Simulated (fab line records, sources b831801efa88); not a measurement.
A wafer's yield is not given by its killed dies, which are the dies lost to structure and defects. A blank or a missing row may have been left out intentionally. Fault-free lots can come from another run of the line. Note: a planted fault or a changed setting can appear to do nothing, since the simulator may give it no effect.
Which tool was responsible? :: flow gf180mcu :: 12 lots with 36 wafers sampled at 4 steps, on a route of 602 steps

== WHAT THE GAUGES SHOWED, per wafer ==
GF_MVPSD_TW_MEAS_11.
lot: L740
measured: day 4 23:24
on: film metro-01
MVPSD_TW: 556.0 557.5 554.8

lot: L741
measured: day 5 04:04
on: film metro-03
MVPSD_TW: 553.8 553.5 554.9

lot: L742
measured: day 5 12:39
on: film metro-04
MVPSD_TW: 553.3 557.4 556.7

lot: L743
measured: day 5 15:58
on: film metro-03
MVPSD_TW: 554.8 554.7 551.2

lot: L745
measured: day 6 02:57
on: film metro-01
MVPSD_TW: 551.4 551.6 549.9

lot: L746
measured: day 6 08:43
on: film metro-01
MVPSD_TW: 553.7 550.6 551.0

lot: L754
measured: day 8 18:40
on: film metro-04
MVPSD_TW: 583.4 579.3 581.7 580.6 581.6 581.2

lot: L757
measured: day 9 21:31
on: film metro-04
MVPSD_TW: 579.3 580.6 577.7 580.5 576.6 577.3

lot: L758
measured: day 9 21:49
on: film metro-01
MVPSD_TW: 555.3 554.3 554.4

lot: L760
measured: day 10 04:37
on: film metro-01
MVPSD_TW: 553.8 551.8 555.6

lot: L761
measured: day 10 12:32
on: film metro-03
MVPSD_TW: 545.8 547.5 546.6

lot: L763
measured: day 11 02:57
on: film metro-01
MVPSD_TW: 559.1 554.7 559.7

GF_VT_IMPLANT_RS_MEAS_49: measures by four-point-probe.
lot: L740
measured: day 7 07:40
on: film metro-01
MVPSD_RS (ohm/sq): 1173.2 1165.6 1169.9

lot: L741
measured: day 7 12:14
on: film metro-03
MVPSD_RS (ohm/sq): 1169.5 1171.2 1169.7

lot: L742
measured: day 7 21:41
on: film metro-01
MVPSD_RS (ohm/sq): 1171.4 1173.1 1166.0

lot: L743
measured: day 8 03:36
on: film metro-03
MVPSD_RS (ohm/sq): 1166.2 1165.7 1168.5

lot: L745
measured: day 8 16:10
on: film metro-04
MVPSD_RS (ohm/sq): 1168.4 1168.2 1167.9

lot: L746
measured: day 8 23:15
on: film metro-01
MVPSD_RS (ohm/sq): 1168.6 1166.4 1169.2

lot: L754
measured: day 11 18:28
on: film metro-04
MVPSD_RS (ohm/sq): 1019.4 1020.3 1024.2 1020.0 1018.9 1021.6

lot: L757
measured: day 13 00:03
on: film metro-01
MVPSD_RS (ohm/sq): 1021.0 1023.2 1021.9 1020.4 1022.2 1020.0

lot: L758
measured: day 13 01:07
on: film metro-01
MVPSD_RS (ohm/sq): 1172.7 1173.9 1171.3

lot: L760
measured: day 13 08:26
on: film metro-03
MVPSD_RS (ohm/sq): 1170.7 1168.8 1168.7

lot: L761
measured: day 13 17:32
on: film metro-01
MVPSD_RS (ohm/sq): 1173.7 1168.6 1169.6

lot: L763
measured: day 14 09:19
on: film metro-01
MVPSD_RS (ohm/sq): 1165.3 1165.4 1163.6

GF_PSD_OVL_MEAS_08.
lot: L740
measured: day 13 22:14
on: overlay-01
PSD_OVL (nm): -2.3 -1.6 -0.8

lot: L741
measured: day 14 01:41
on: overlay-01
PSD_OVL (nm): -0.3 0.4 -1.2

lot: L742
measured: day 14 11:26
on: overlay-02
PSD_OVL (nm): -0.8 -0.8 -0.6

lot: L743
measured: day 15 01:24
on: overlay-01
PSD_OVL (nm): -1.4 0.3 -2.2

lot: L745
measured: day 15 10:41
on: overlay-01
PSD_OVL (nm): -3.7 -3.2 -5.2

lot: L746
measured: day 16 01:39
on: overlay-01
PSD_OVL (nm): -0.8 -1.4 -1.3

lot: L758
measured: day 20 23:14
on: overlay-02
PSD_OVL (nm): 0.1 0.3 -0.2

lot: L760
measured: day 21 14:29
on: overlay-02
PSD_OVL (nm): -1.3 -0.7 0.5

lot: L761
measured: day 22 00:09
on: overlay-02
PSD_OVL (nm): -0.4 0.5 -0.5

lot: L763
measured: day 22 14:47
on: overlay-01
PSD_OVL (nm): -5.9 -4.1 -4.5

== EACH LOT AND THE TOOL THAT RAN IT (in order: tool; ch and the chambers of the sampled wafers; start) ==
lot: L740
GF_MVPSD_IMPLANT_09: implanter-01 ch 0, day 4 23:09

lot: L741
GF_MVPSD_IMPLANT_09: implanter-01 ch 0, day 5 03:50

lot: L742
GF_MVPSD_IMPLANT_09: implanter-01 ch 0, day 5 12:24

lot: L743
GF_MVPSD_IMPLANT_09: implanter-01 ch 0, day 5 15:44

lot: L745
GF_MVPSD_IMPLANT_09: implanter-03 ch 0, day 6 02:42

lot: L746
GF_MVPSD_IMPLANT_09: implanter-04 ch 0, day 6 08:29

lot: L754
GF_MVPSD_IMPLANT_09: implanter-01 ch 0, day 8 18:26

lot: L757
GF_MVPSD_IMPLANT_09: implanter-01 ch 0, day 9 21:17

lot: L758
GF_MVPSD_IMPLANT_09: implanter-03 ch 0, day 9 21:35

lot: L760
GF_MVPSD_IMPLANT_09: implanter-03 ch 0, day 10 04:23

lot: L761
GF_MVPSD_IMPLANT_09: implanter-04 ch 0, day 10 12:20

lot: L763
GF_MVPSD_IMPLANT_09: implanter-03 ch 0, day 11 02:42
- GF_MVPSD_IMPLANT_09

== WHAT THE TOOLS THEMSELVES READ (means of the sampled wafers that have a number; where no wafer has one, the mark that the record gives instead) ==
GF_MVPSD_IMPLANT_09.
lot: L740
tool: implanter-01
dose ions cm2: 5.001e+12
end station pressure torr (Torr): 5e-06
faraday current uA: 27.8

lot: L741
tool: implanter-01
dose ions cm2: 5.000e+12
end station pressure torr (Torr): 5e-06
faraday current uA: 28.0

lot: L742
tool: implanter-01
dose ions cm2: 4.996e+12
end station pressure torr (Torr): 5e-06
faraday current uA: 28.1

lot: L743
tool: implanter-01
dose ions cm2: 5.006e+12
end station pressure torr (Torr): 5e-06
faraday current uA: 28.5

lot: L745
tool: implanter-03
dose ions cm2: 4.999e+12
end station pressure torr (Torr): 5e-06
faraday current uA: 28.5

lot: L746
tool: implanter-04
dose ions cm2: 4.998e+12
end station pressure torr (Torr): 5e-06
faraday current uA: 28.3

lot: L754
tool: implanter-01
dose ions cm2: 9.484e+12
end station pressure torr (Torr): 5e-06
faraday current uA: 53.5

lot: L757
tool: implanter-01
dose ions cm2: 9.491e+12
end station pressure torr (Torr): 5e-06
faraday current uA: 54.0

lot: L758
tool: implanter-03
dose ions cm2: 4.998e+12
end station pressure torr (Torr): 5e-06
faraday current uA: 29.1

lot: L760
tool: implanter-03
dose ions cm2: 5.001e+12
end station pressure torr (Torr): 5e-06
faraday current uA: 28.7

lot: L761
tool: implanter-04
dose ions cm2: 5.007e+12
end station pressure torr (Torr): 5e-06
faraday current uA: 28.0

lot: L763
tool: implanter-03
dose ions cm2: 5.002e+12
end station pressure torr (Torr): 5e-06
faraday current uA: 28.4

== THE ANSWER, worked out from the rows above alone ==
Rule: the usual values come from the lots themselves. The widest of any qualifying gaps counts: lots, ordered by their means at a reading, are off when they make up no more than a third of the lots, leave a main group of 4 or more, and stand apart from it by 3 or more times the standard deviation of that group's means. A main group whose means are all the same, to the digits that the tables above print for the reading, isn't used. Also off: a lot with no number at a reading for which 4 or more lots have one. All remaining lots with rows at the step are treated as sound. After the gauges, taken in route order, come the tools' own readings; for these a lot's mean is taken, as printed above. At the first step where some lot is off, the reading lying furthest off is the one used; lots without a number count as furthest.
Off: L754, L757, seen at GF_MVPSD_TW_MEAS_11 (MVPSD_TW). For the main group the mean is 553.5 and the standard deviation 3.
A tool fits if, at a process step before that reading, it ran every lot that is off, and no sound lot after the first of them. The gauges at GF_MVPSD_TW_MEAS_11 aren't tried: what is off there is off at GF_MVPSD_IMPLANT_09 too, on other tools, and a gauge's error can't cause that. One fits: implanter-01 at GF_MVPSD_IMPLANT_09. A fault onset in the window from L743 (day 5 15:44, its last sound lot) to L754 (day 8 18:26, its first lot off) fits.
The tool's own readings at GF_MVPSD_IMPLANT_09 bear it out: on the lots that are off they differ by more than 5 times the standard deviation of the sound lots' means. dose ions cm2 reads 9.488e+12 there against 5.001e+12 on the sound lots; faraday current uA reads 53.8 there against 28.3 on the sound lots.

== WHAT HAD BEEN PUT IN BY THE SIMULATOR ==
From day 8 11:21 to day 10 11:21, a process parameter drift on implanter-01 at GF_MVPSD_IMPLANT_09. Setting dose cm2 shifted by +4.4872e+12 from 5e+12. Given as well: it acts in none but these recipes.
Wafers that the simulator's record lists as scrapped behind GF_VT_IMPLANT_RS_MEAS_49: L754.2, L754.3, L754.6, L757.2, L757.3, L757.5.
Struck lots among those shown: L754, L757. The rule above found the same.
